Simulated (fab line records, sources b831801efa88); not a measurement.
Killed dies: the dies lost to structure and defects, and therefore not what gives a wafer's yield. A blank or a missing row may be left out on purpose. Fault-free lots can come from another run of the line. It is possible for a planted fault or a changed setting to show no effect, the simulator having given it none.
A struck lot beside a sound one    flow sky130    16 out of 708 route steps
Sound: wafers L231.2, L231.4, L231.5. Struck: wafer L241.5. (L241.3, L241.6 of the same lot were not struck and are left out.) The cause comes at the end.
For every step that has rows: the tool of each side, followed by ch and its chambers, followed by its first start. Under that, the readings that differ: sound wafers    struck wafers    difference of the means    sigmas: that difference in standard deviations of wafers without a fault.
alike: readings whose means differ by less than 2 such deviations, and words and numbers that are the same on both sides. not compared: withheld readings, readings that some wafer has no value for, bounds like >300 that may hide the same value, and numbers for which the record gives no deviation and whose values overlap.
A row with sigmas, a row that says differs or no value, or rows on one side alone: a step with any of these is where the two part. Non-overlapping numbers with no deviation appear without sigmas and do not part them. A reading missing from all wafers of one side parts the sides only when that side holds two or more wafers.

first, 2 steps without rows for these wafers: SKY_METAL4_PEB_11; SKY_METAL4_DEVELOP_12 (develop time 60 s).
SKY_METAL4_CD_MEAS_13 targets a cd of 300 nm.
  sound: cd-sem-02 at day 44 10:59; struck: cd-sem-01 at day 46 18:14
  alike: cd-nm
SKY_METAL4_OVL_MEAS_14:
  sound: overlay-01 at day 44 11:05; struck: overlay-02 at day 46 18:19
  alike: METAL4_OVL
SKY_METAL4_DESCUM_15: chemistry O2, time 8 s.
  sound on rie-metal-03 ch 0,1, day 44 11:07; struck on rie-metal-02 ch 0, day 46 18:21
reading                      sound           struck  difference  sigmas
drypump-motor-current-A (A)  5.70 5.49 5.69  6.29    +0.66       +2
  alike: oes-product-au
  not compared: rf-hours-counter-h
then, 1 step without rows for these wafers: SKY_METAL4_ETCH_16 (etches BARC in N2/H2, stops on SiO2, time 88.2 s, target depth 60 nm).
SKY_METAL4_ETCH_17: etches SiO2 in C4F8/O2/Ar, stops on TiN, time 3.9 s, target depth 15 nm.
  sound on rie-diel-02 ch 0,1,2, day 44 11:15; struck on rie-diel-04 ch 2, day 46 18:28
reading                sound              struck  difference  sigmas
oes-product-au (a.u.)  0.742 0.747 0.753  0.772   +0.025      +3
  not compared: rf-hours-counter-h
SKY_METAL4_METAL_ETCH_18: etches the open film in Cl2/BCl3, stops on SiO2, target depth 845 nm, time 183.1 s.
  sound on rie-metal-02 ch 1, day 44 11:16; struck on rie-metal-03 ch 1, day 46 18:37
  alike: drypump-motor-current-A, oes-product-au, throttle-valve-pct
  not compared: rf-hours-counter-h
SKY_METAL4_STRIP_19: strips in O2/N2.
  sound on plasma-asher-03 ch 0, day 44 11:27; struck on plasma-asher-04 ch 1, day 46 18:53
reading                      sound        struck  difference  sigmas
drypump-motor-current-A (A)  5.6 5.6 5.6  6.3     +0.7        +2
  alike: oes-product-au, strip-time-to-endpoint-s
  not compared: rf-hours-counter-h
then, 3 steps without rows for these wafers: SKY_METAL4_STRIP_20 (strips in post etch residue remover, time 1200 s); SKY_METAL4_CLEAN_21 (cleans in IPA, time 180 s); SKY_METAL4_CLEAN_22 (cleans in O3/DIW).
SKY_VIA4_HDPCVD_00: deposits SiO2, target thk 1750 nm, time 291.7 s.
  sound on hdpcvd-02 ch 1,2, day 44 12:12; struck on hdpcvd-02 ch 1, day 46 19:27
reading                                   sound              struck  difference  sigmas
sih4-flow-sccm (sccm)                     60.01 60.07 60.38  72.01   +11.86      +66
model.SiO2_of_VIA4_HDPCVD_00.thk-nm (nm)  1756 1754 1757     2094    +338        
SKY_VIA4_THK_MEAS_01:
  sound: film-metro-04 at day 44 12:23; struck: film-metro-02 at day 46 19:39
reading               sound           struck  difference  sigmas
VIA4_HDPCVD_THK (nm)  1757 1755 1754  2094    +339        +19
SKY_VIA4_CMP_02: polishes SiO2.
  sound on cmp-02 ch 0,2,3, day 44 12:26; struck on cmp-01 ch 0, day 46 19:50
  alike: head-pressure-psi, motor-current-A
-- the record jumps here: 3 days lie between the struck wafers' starts before and after (it left off in module VIA4 and takes up again in module PAD_OPEN, whose first step shown is number 708 of the route) --
SKY_PAD_OPEN_PROBE_99:
  sound: prober-01 at day 48 06:09; struck: prober-02 at day 50 04:52
  alike: defect-limited-yield, killed_at_M0_to_M3, killed_at_M4_up, killed-at-contacts, killed-at-front-end, killed-at-other, killed-dies, killed-open, killed-short, sort_bin_3_pad_short, sort_bin_5_function, sort_bin_6_memory, sort-n-pass, sort-yield-pct

== WHERE THEY PART ==
Earliest at SKY_METAL4_DESCUM_15; latest, in this record, at SKY_VIA4_THK_MEAS_01. Later steps at which nothing parts them and some readings are alike: SKY_VIA4_CMP_02, SKY_PAD_OPEN_PROBE_99.

WHY: what had been put in by the simulator
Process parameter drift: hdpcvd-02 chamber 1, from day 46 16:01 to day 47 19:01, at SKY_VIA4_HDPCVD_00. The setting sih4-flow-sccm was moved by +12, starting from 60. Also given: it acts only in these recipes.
